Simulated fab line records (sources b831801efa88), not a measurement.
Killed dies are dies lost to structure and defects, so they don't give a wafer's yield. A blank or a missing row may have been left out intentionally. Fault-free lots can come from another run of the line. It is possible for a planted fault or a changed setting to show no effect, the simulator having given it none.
Which tool is to blame? | flow sky130 | 14 lots, 42 wafers sampled, at 4 steps of a route of 708

== WHAT EACH GAUGE READ, for each wafer ==
SKY_VT_ADJUST_HVTP_OVL_MEAS_08.
lot  | measured     | on         | VT_ADJUST_HVTP_OVL (nm)
L957 | day 6 06:04  | overlay-01 | -0.7 -2.8 -1.1
L959 | day 6 17:53  | overlay-01 | -1.1 -4.0 -2.2
L960 | day 6 22:25  | overlay-01 | -1.1 0.2 0.6
L961 | day 7 06:08  | overlay-02 | 0.8 0.0 -0.5
L962 | day 7 12:56  | overlay-01 | -0.3 2.8 0.3
L966 | day 8 23:32  | overlay-01 | 3.5 1.2 2.0
L967 | day 9 05:10  | overlay-01 | -1.6 0.5 1.4
L970 | day 9 13:11  | overlay-02 | 0.7 -1.3 -1.5
L975 | day 10 20:08 | overlay-02 | -2.0 -0.6 -0.9
L976 | day 11 01:01 | overlay-02 | -0.3 1.2 0.2
L977 | day 11 12:40 | overlay-02 | -2.5 -1.0 -0.4
L978 | day 11 20:22 | overlay-02 | -0.7 -0.5 -0.8
L979 | day 11 22:43 | overlay-01 | -3.6 -2.1 -3.7
L980 | day 12 06:59 | overlay-01 | -0.7 -1.2 -3.3

SKY_VT_ADJUST_LVTN_TW_MEAS_21.
lot  | measured     | on            | VT_ADJUST_LVTN_2_TW
L957 | day 7 20:40  | film-metro-02 | 187.8 188.3 188.9
L959 | day 8 11:23  | film-metro-02 | 189.0 188.6 188.6
L960 | day 8 16:32  | film-metro-03 | 186.8 188.0 186.0
L961 | day 9 00:19  | film-metro-03 | 186.7 187.2 187.6
L962 | day 9 06:53  | film-metro-03 | 187.3 188.1 187.5
L966 | day 10 21:01 | film-metro-03 | 187.0 187.3 186.9
L967 | day 11 03:56 | film-metro-02 | 189.1 190.2 188.6
L970 | day 11 12:27 | film-metro-02 | 189.1 188.8 189.2
L975 | day 12 22:13 | film-metro-04 | 188.5 188.6 188.5
L976 | day 13 02:50 | film-metro-04 | 190.1 189.6 190.5
L977 | day 13 16:19 | film-metro-02 | 188.0 188.3 188.1
L978 | day 14 00:58 | film-metro-04 | 188.5 189.6 189.1
L979 | day 14 03:25 | film-metro-02 | 188.4 188.9 188.3
L980 | day 14 12:07 | film-metro-04 | 190.5 189.5 189.5

SKY_VT_ADJUST_PCH_OVL_MEAS_07.
lot  | measured     | on         | VT_ADJUST_PCH_OVL (nm)
L957 | day 10 14:03 | overlay-02 | 1.2 0.5 0.5
L959 | day 11 06:28 | overlay-02 | 0.8 -0.8 1.3
L960 | day 11 11:57 | overlay-01 | -0.8 -1.8 -0.8
L961 | day 11 22:43 | overlay-02 | 1.5 0.6 -0.8
L962 | day 12 06:01 | overlay-02 | 2.4 0.5 0.3
L966 | day 14 01:24 | overlay-01 | 1.1 -0.2 -0.7
L967 | day 14 08:55 | overlay-02 | 2.3 1.1 0.8
L970 | day 14 16:47 | overlay-02 | -0.1 0.3 2.1
L975 | day 16 09:13 | overlay-01 | -0.8 -0.3 0.4
L976 | day 16 13:28 | overlay-01 | 0.7 1.7 0.7
L977 | day 17 05:10 | overlay-02 | 0.4 -0.2 0.9
L978 | day 17 14:09 | overlay-01 | -1.6 -1.9 -0.1
L979 | day 17 16:03 | overlay-02 | -1.6 -1.5 -0.3
L980 | day 18 02:21 | overlay-01 | -0.2 -1.1 0.3

== WHICH TOOL RAN EACH LOT (tool, then ch and the chambers of the sampled wafers, then the start) ==
lot  | SKY_VT_ADJUST_HVTR_DEVELOP_06
L957 | litho-track-02 ch 0, day 9 14:20
L959 | litho-track-01 ch 0, day 10 06:40
L960 | litho-track-02 ch 0, day 10 12:05
L961 | litho-track-02 ch 0, day 10 21:38
L962 | litho-track-02 ch 0, day 11 05:33
L966 | litho-track-02, day 12 22:14
L967 | litho-track-01, day 13 06:06
L970 | litho-track-01 ch 0, day 13 14:04
L975 | litho-track-03 ch 0, day 15 04:40
L976 | litho-track-03 ch 0, day 15 09:07
L977 | litho-track-01 ch 0, day 15 23:51
L978 | litho-track-03 ch 0, day 16 08:10
L979 | litho-track-03 ch 0, day 16 10:21
L980 | litho-track-03 ch 0, day 16 19:55
- SKY_VT_ADJUST_HVTR_DEVELOP_06: develop time 60 s.

== AS READ BY THE TOOLS THEMSELVES (means over the sampled wafers that have a number; for cases with no such wafer, the mark the record gives instead) ==
SKY_VT_ADJUST_HVTR_DEVELOP_06.
lot  | tool           | chill-plate-temp-C (C)
L957 | litho-track-02 | 22.96
L959 | litho-track-01 | 22.89
L960 | litho-track-02 | 22.97
L961 | litho-track-02 | 23.05
L962 | litho-track-02 | 23.06
L966 | litho-track-02 | -
L967 | litho-track-01 | -
L970 | litho-track-01 | 23.09
L975 | litho-track-03 | 22.95
L976 | litho-track-03 | 22.97
L977 | litho-track-01 | 23.12
L978 | litho-track-03 | 22.97
L979 | litho-track-03 | 23.05
L980 | litho-track-03 | 22.93

== THE ANSWER, worked out from the rows above alone ==
Rule: what is usual is taken from the lots themselves. The widest of any qualifying gaps counts: lots, ordered by their means at a reading, are off when they make up no more than a third of the lots, leave a main group of 4 or more, and stand apart from it by 3 or more times the standard deviation of that group's means. A main group is skipped when, at the precision printed for the reading in the tables above, its means are all equal. A lot without any number at a reading at which 4 lots or more have one is off too. All remaining lots with rows at the step are treated as sound. After the gauges, taken in route order, come the tools' own readings; for these a lot's mean is taken, as printed above. At the first step where some lot is off, the reading lying furthest off is the one used; lots without a number count as furthest.
Off: L966, L967, at SKY_VT_ADJUST_HVTR_DEVELOP_06 (chill-plate-temp-C). Without a number there: L966, L967. For the main group the mean is 23.00 C and the standard deviation 0.068.
A tool fits if, at that step or a process step before it, it ran every lot that is off, and no sound lot after the first of them. None of those tried fits.

== WHAT HAD BEEN PUT IN BY THE SIMULATOR ==
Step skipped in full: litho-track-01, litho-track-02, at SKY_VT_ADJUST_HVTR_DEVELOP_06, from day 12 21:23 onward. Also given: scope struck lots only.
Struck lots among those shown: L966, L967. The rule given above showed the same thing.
